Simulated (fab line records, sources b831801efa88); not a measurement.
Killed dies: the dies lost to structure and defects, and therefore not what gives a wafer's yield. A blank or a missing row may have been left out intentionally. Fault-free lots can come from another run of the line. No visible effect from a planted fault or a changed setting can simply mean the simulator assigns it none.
The tool behind it: which one? | flow gf180mcu | 72 wafers from 24 lots sampled at 6 of the route's 602 steps

== WHAT THE GAUGES READ, wafer by wafer ==
GF_STI_THK_MEAS_22. Usual: for STI_OXIDATION_01_THK the level is 14.9 nm and the standard deviation is 0.31.
lot  | measured    | on            | STI_OXIDATION_01_THK (nm) | flag
L074 | day 2 03:25 | film-metro-01 | 15.7 15.6 15.6            |
L075 | day 2 09:08 | film-metro-01 | 14.9 14.9 15.1            |
L076 | day 2 13:56 | film-metro-01 | 14.9 14.9 15.0            |
L077 | day 2 19:10 | film-metro-02 | 15.1 14.9 14.8            |
L078 | day 3 00:28 | film-metro-03 | 14.9 14.4 14.7            |
L079 | day 3 05:46 | film-metro-03 | 15.2 15.1 15.1            |
L080 | day 3 09:56 | film-metro-02 | 15.3 15.4 15.5            |
L081 | day 3 16:09 | film-metro-03 | 15.1 15.0 14.9            |
L082 | day 3 22:12 | film-metro-02 | 14.8 15.1 14.9            |
L083 | day 4 02:16 | film-metro-03 | 14.7 14.6 14.5            |
L084 | day 4 06:33 | film-metro-02 | 14.8 15.1 15.1            |
L085 | day 4 12:06 | film-metro-03 | 14.4 14.5 14.7            |
L086 | day 4 17:01 | film-metro-01 | 14.7 14.9 14.6            |
L087 | day 4 21:53 | film-metro-01 | 15.4 15.6 15.5            |
L088 | day 5 04:05 | film-metro-03 | 14.8 14.9 15.0            |
L089 | day 5 10:44 | film-metro-02 | 14.9 14.7 14.8            |
L090 | day 5 14:26 | film-metro-01 | 15.0 14.8 15.1            |
L091 | day 5 19:31 | film-metro-03 | 14.6 15.0 14.6            |
L092 | day 6 02:52 | film-metro-01 | 14.9 14.9 14.6            |
L093 | day 6 05:45 | film-metro-01 | 15.0 14.7 14.6            |
L094 | day 6 11:46 | film-metro-01 | 15.2 15.1 15.4            |
L095 | day 6 16:55 | film-metro-01 | 15.2 14.8 14.6            |
L096 | day 6 20:59 | film-metro-01 | 14.9 14.6 14.8            |
L097 | day 7 01:33 | film-metro-03 | 14.6 14.6 14.5            |

GF_M4_CD_MEAS_14: target cd 280 nm. Usual: cd-nm at 280.1 nm, with a standard deviation of 1.1.
lot  | measured     | on        | cd-nm (nm)        | flag
L074 | day 23 11:27 | cd-sem-02 | 279.5 280.8 279.9 |
L075 | day 23 17:11 | cd-sem-01 | 280.5 281.9 281.2 |
L076 | day 24 03:32 | cd-sem-02 | 279.2 279.2 280.2 |
L077 | day 24 08:26 | cd-sem-01 | 280.6 280.6 281.6 |
L078 | day 25 00:50 | cd-sem-01 | 278.6 279.0 279.0 |
L079 | day 25 01:11 | cd-sem-02 | 281.0 280.1 279.9 |
L080 | day 25 10:47 | cd-sem-02 | 279.8 280.6 281.1 |
L081 | day 25 22:17 | cd-sem-01 | 280.1 279.9 280.5 |
L082 | day 26 04:03 | cd-sem-01 | 279.7 280.0 280.2 |
L083 | day 26 10:38 | cd-sem-02 | 282.1 281.3 282.6 |
L084 | day 26 17:53 | cd-sem-01 | 280.2 280.7 280.3 |
L085 | day 27 01:52 | cd-sem-01 | 279.9 279.2 280.6 |
L086 | day 27 11:32 | cd-sem-01 | 280.7 280.1 281.2 |
L087 | day 27 16:05 | cd-sem-01 | 278.8 278.8 279.1 |
L088 | day 27 23:23 | cd-sem-02 | 280.2 280.4 280.1 |
L089 | day 28 20:20 | cd-sem-02 | 281.0 280.9 281.6 |
L090 | day 28 22:44 | cd-sem-02 | 279.6 279.6 278.1 |
L091 | day 29 09:56 | cd-sem-01 | 279.6 279.6 280.3 |
L092 | day 29 11:57 | cd-sem-01 | 278.8 278.8 278.2 |
L093 | day 29 22:30 | cd-sem-02 | 278.0 276.6 278.1 |
L094 | day 30 00:58 | cd-sem-01 | 281.4 281.5 281.9 |
L095 | day 30 06:56 | cd-sem-02 | 280.3 279.6 279.2 |
L096 | day 30 11:11 | cd-sem-02 | 279.4 279.7 280.1 |
L097 | day 30 19:02 | cd-sem-01 | 279.9 280.5 279.6 |

GF_V5_RS_MEAS_24: measurement is done with a four-point probe. Usual: for V5_W_RS the level is 0.327 ohm/sq and the standard deviation is 0.0033.
lot  | measured     | on            | V5_W_RS (ohm/sq)  | flag
L074 | day 27 06:18 | film-metro-02 | 0.324 0.322 0.326 |
L075 | day 27 12:41 | film-metro-02 | 0.329 0.325 0.333 |
L076 | day 27 21:11 | film-metro-01 | 0.328 0.321 0.321 |
L077 | day 28 00:53 | film-metro-01 | 0.330 0.333 0.325 |
L078 | day 28 16:43 | film-metro-02 | 0.325 0.331 0.336 |
L079 | day 28 17:46 | film-metro-02 | 0.331 0.327 0.329 |
L080 | day 29 00:45 | film-metro-03 | 0.330 0.328 0.330 |
L081 | day 29 14:42 | film-metro-01 | 0.324 0.326 0.327 |
L082 | day 29 17:40 | film-metro-03 | 0.332 0.326 0.335 |
L083 | day 29 22:35 | film-metro-03 | 0.327 0.328 0.332 |
L084 | day 30 05:38 | film-metro-02 | 0.323 0.327 0.322 |
L085 | day 30 13:26 | film-metro-03 | 0.329 0.330 0.326 |
L086 | day 31 02:42 | film-metro-01 | 0.327 0.322 0.327 |
L087 | day 31 02:50 | film-metro-02 | 0.322 0.322 0.328 |
L088 | day 31 07:02 | film-metro-03 | 0.330 0.329 0.329 |
L089 | day 32 03:18 | film-metro-02 | 0.328 0.324 0.325 |
L090 | day 32 05:08 | film-metro-03 | 0.331 0.328 0.330 |
L091 | day 32 15:00 | film-metro-03 | 0.324 0.329 0.324 |
L092 | day 32 17:22 | film-metro-01 | 0.328 0.329 0.329 |
L093 | day 33 01:32 | film-metro-01 | 0.325 0.325 0.328 |
L094 | day 33 03:19 | film-metro-01 | 0.326 0.323 0.324 |
L095 | day 33 09:30 | film-metro-02 | 0.330 0.329 0.329 |
L096 | day 33 12:34 | film-metro-01 | 0.330 0.330 0.336 |
L097 | day 33 19:24 | film-metro-02 | 0.326 0.325 0.322 |

GF_TOP_METAL_RS_MEAS_05: measurement is done with a four-point probe. Usual: for TOP_METAL_ALCU_RS the level is 0.0329 ohm/sq and the standard deviation is 0.00041.
lot  | measured     | on            | TOP_METAL_ALCU_RS (ohm/sq) | flag
L074 | day 27 07:00 | film-metro-02 | 0.0335 0.0329 0.0332       |
L075 | day 27 13:23 | film-metro-04 | 0.0330 0.0333 0.0332       |
L076 | day 27 21:53 | film-metro-02 | 0.0324 0.0326 0.0321       |
L077 | day 28 01:35 | film-metro-02 | 0.0330 0.0329 0.0333       |
L078 | day 28 18:17 | film-metro-02 | 0.0330 0.0332 0.0328       |
L079 | day 28 19:11 | film-metro-04 | 0.0328 0.0327 0.0327       |
L080 | day 29 01:28 | film-metro-01 | 0.0326 0.0324 0.0327       |
L081 | day 29 15:24 | film-metro-02 | 0.0335 0.0327 0.0332       |
L082 | day 29 18:22 | film-metro-01 | 0.0327 0.0327 0.0328       |
L083 | day 29 23:17 | film-metro-02 | 0.0337 0.0329 0.0331       |
L084 | day 30 06:22 | film-metro-04 | 0.0330 0.0327 0.0333       |
L085 | day 30 14:08 | film-metro-04 | 0.0329 0.0330 0.0326       |
L086 | day 31 03:24 | film-metro-04 | 0.0338 0.0332 0.0336       |
L087 | day 31 03:32 | film-metro-01 | 0.0329 0.0324 0.0327       |
L088 | day 31 07:44 | film-metro-02 | 0.0329 0.0328 0.0327       |
L089 | day 32 04:01 | film-metro-02 | 0.0329 0.0323 0.0331       |
L090 | day 32 05:50 | film-metro-02 | 0.0323 0.0323 0.0324       |
L091 | day 32 15:42 | film-metro-04 | 0.0336 0.0332 0.0339       |
L092 | day 32 18:04 | film-metro-01 | 0.0332 0.0331 0.0329       |
L093 | day 33 02:14 | film-metro-02 | 0.0327 0.0327 0.0327       |
L094 | day 33 04:01 | film-metro-02 | 0.0324 0.0330 0.0324       |
L095 | day 33 10:12 | film-metro-02 | 0.0331 0.0326 0.0325       |
L096 | day 33 13:16 | film-metro-01 | 0.0329 0.0327 0.0334       |
L097 | day 33 20:06 | film-metro-01 | 0.0340 0.0335 0.0332       |

== TOOL THAT RAN EACH LOT (tool first, then ch and the chambers of the sampled wafers, then the start) ==
lot  | GF_V2_STRIP_18                       | GF_V5_CVD_02
L074 | plasma-asher-03 ch 1, day 20 07:11   | pecvd-01 ch 1, day 26 08:10
L075 | plasma-asher-01 ch 0,1, day 20 15:07 | pecvd-01 ch 1,2, day 26 14:41
L076 | plasma-asher-01 ch 0,1, day 21 01:32 | pecvd-03 ch 0,1, day 26 23:35
L077 | plasma-asher-01 ch 0,1, day 21 06:17 | pecvd-03 ch 0,1,2, day 27 03:26
L078 | plasma-asher-04 ch 0,1, day 22 01:32 | pecvd-03 ch 0,1, day 27 19:41
L079 | plasma-asher-04 ch 0,1, day 22 02:11 | pecvd-04 ch 1,2, day 27 20:21
L080 | plasma-asher-01 ch 0,1, day 22 12:55 | pecvd-01 ch 0,1, day 28 03:45
L081 | plasma-asher-04 ch 0,1, day 22 23:47 | pecvd-04 ch 0,1,2, day 28 17:25
L082 | plasma-asher-03 ch 0,1, day 23 05:57 | pecvd-04 ch 0,1,2, day 28 20:10
L083 | plasma-asher-01 ch 0,1, day 23 13:28 | pecvd-04 ch 0,1,2, day 29 01:50
L084 | plasma-asher-03 ch 0,1, day 23 20:53 | pecvd-01 ch 0,1,2, day 29 09:33
L085 | plasma-asher-03 ch 1, day 24 05:54   | pecvd-01 ch 0,2, day 29 16:54
L086 | plasma-asher-01 ch 0,1, day 24 16:03 | pecvd-01 ch 0,1,2, day 30 06:17
L087 | plasma-asher-01 ch 0,1, day 24 22:02 | pecvd-04 ch 0,1,2, day 30 06:29
L088 | plasma-asher-01 ch 0,1, day 25 06:32 | pecvd-03 ch 0,2, day 30 11:33
L089 | plasma-asher-01 ch 0,1, day 26 03:07 | pecvd-04 ch 0,1,2, day 31 08:51
L090 | plasma-asher-01 ch 0,1, day 26 05:29 | pecvd-03 ch 1,2, day 31 10:28
L091 | plasma-asher-04 ch 0,1, day 26 19:11 | pecvd-03 ch 0,1, day 31 20:46
L092 | plasma-asher-01 ch 0,1, day 26 19:39 | pecvd-04 ch 0,2, day 31 23:34
L093 | plasma-asher-03 ch 0,1, day 27 08:53 | pecvd-04 ch 0,1, day 32 08:10
L094 | plasma-asher-03 ch 0, day 27 11:12   | pecvd-01 ch 1,2, day 32 09:20
L095 | plasma-asher-04 ch 0,1, day 27 17:44 | pecvd-01 ch 0,1, day 32 16:11
L096 | plasma-asher-01 ch 0,1, day 27 21:31 | pecvd-04 ch 0,1, day 32 19:10
L097 | plasma-asher-04 ch 0,1, day 28 07:32 | pecvd-04 ch 0,1,2, day 33 02:11
- GF_V2_STRIP_18: strips in O2/N2.
- GF_V5_CVD_02: deposits SiO2 from TEOS, target thk 1450 nm, time 163.28 s.

== WHAT THE TOOLS THEMSELVES READ (means of the sampled wafers that have a number; where no wafer has one, the mark that the record gives instead) ==
GF_V2_STRIP_18. Usual: drypump-motor-current-A 5.8 A, standard deviation 0.31; heater-power-w 338 W, standard deviation 33; o2-flow-sccm 2999 sccm, standard deviation 8.7; oes-product-au 0.594 a.u., standard deviation 0.0048.
lot  | tool            | drypump-motor-current-A (A) | heater-power-w (W) | o2-flow-sccm (sccm) | oes-product-au (a.u.) | flag
L074 | plasma-asher-03 | 6.3                         | 386                | 3002                | 0.597                 |
L075 | plasma-asher-01 | 5.5                         | 336                | 3006                | 0.596                 |
L076 | plasma-asher-01 | 5.7                         | 322                | 3007                | 0.594                 |
L077 | plasma-asher-01 | 5.7                         | 313                | 3010                | 0.590                 |
L078 | plasma-asher-04 | 6.1                         | 321                | 2995                | 0.594                 |
L079 | plasma-asher-04 | 6.0                         | 336                | 3003                | 0.596                 |
L080 | plasma-asher-01 | 5.5                         | 342                | 3010                | 0.593                 |
L081 | plasma-asher-04 | 6.1                         | 323                | 3000                | 0.593                 |
L082 | plasma-asher-03 | 6.2                         | 365                | 3000                | 0.588                 |
L083 | plasma-asher-01 | 5.7                         | 323                | 2999                | 0.599                 |
L084 | plasma-asher-03 | 5.9                         | 348                | 2998                | 0.593                 |
L085 | plasma-asher-03 | 6.3                         | 385                | 2993                | 0.594                 |
L086 | plasma-asher-01 | 5.7                         | 323                | 2996                | 0.594                 |
L087 | plasma-asher-01 | 5.7                         | 320                | 2998                | 0.592                 |
L088 | plasma-asher-01 | 5.5                         | 338                | 2994                | 0.595                 |
L089 | plasma-asher-01 | 5.7                         | 322                | 3006                | 0.589                 |
L090 | plasma-asher-01 | 5.6                         | 342                | 2994                | 0.592                 |
L091 | plasma-asher-04 | 6.1                         | 325                | 2992                | 0.593                 |
L092 | plasma-asher-01 | 5.5                         | 341                | 3003                | 0.592                 |
L093 | plasma-asher-03 | 6.2                         | 366                | 2999                | 0.592                 |
L094 | plasma-asher-03 | 5.7                         | 336                | 2994                | 0.587                 |
L095 | plasma-asher-04 | 6.1                         | 328                | 3000                | 0.595                 |
L096 | plasma-asher-01 | 5.6                         | 322                | 2998                | 0.599                 |
L097 | plasma-asher-04 | 6.1                         | 327                | 2990                | 0.596                 |

GF_V5_CVD_02. Usual: heater-power-w at 637 W, with a standard deviation of 100.
lot  | tool     | heater-power-w (W) | flag
L074 | pecvd-01 | 798                |
L075 | pecvd-01 | 721                |
L076 | pecvd-03 | 617                |
L077 | pecvd-03 | 633                |
L078 | pecvd-03 | 626                |
L079 | pecvd-04 | 583                |
L080 | pecvd-01 | 713                |
L081 | pecvd-04 | 543                |
L082 | pecvd-04 | 605                |
L083 | pecvd-04 | 623                |
L084 | pecvd-01 | 668                |
L085 | pecvd-01 | 590                |
L086 | pecvd-01 | 702                |
L087 | pecvd-04 | 614                |
L088 | pecvd-03 | 624                |
L089 | pecvd-04 | 633                |
L090 | pecvd-03 | 750                |
L091 | pecvd-03 | 643                |
L092 | pecvd-04 | 611                |
L093 | pecvd-04 | 544                |
L094 | pecvd-01 | 743                |
L095 | pecvd-01 | 757                |
L096 | pecvd-04 | 541                |
L097 | pecvd-04 | 599                |

== THE ANSWER, worked out from the rows above alone ==
Rule: lot off if the mean of its wafers having a number is beyond 3 standard deviations from the usual mean. Also off: a lot with no number at a reading for which 4 or more lots have one. All remaining lots with rows at the step are treated as sound. Order of review: gauges by route order, followed by the tools' own readings, for which a lot's mean as printed above is used. At the first step where some lot is off, the reading lying furthest off is the one used; lots without a number count as furthest.
Nothing can be told from this: no lot is off at any reading shown.

== WHAT HAD BEEN PUT IN BY THE SIMULATOR ==
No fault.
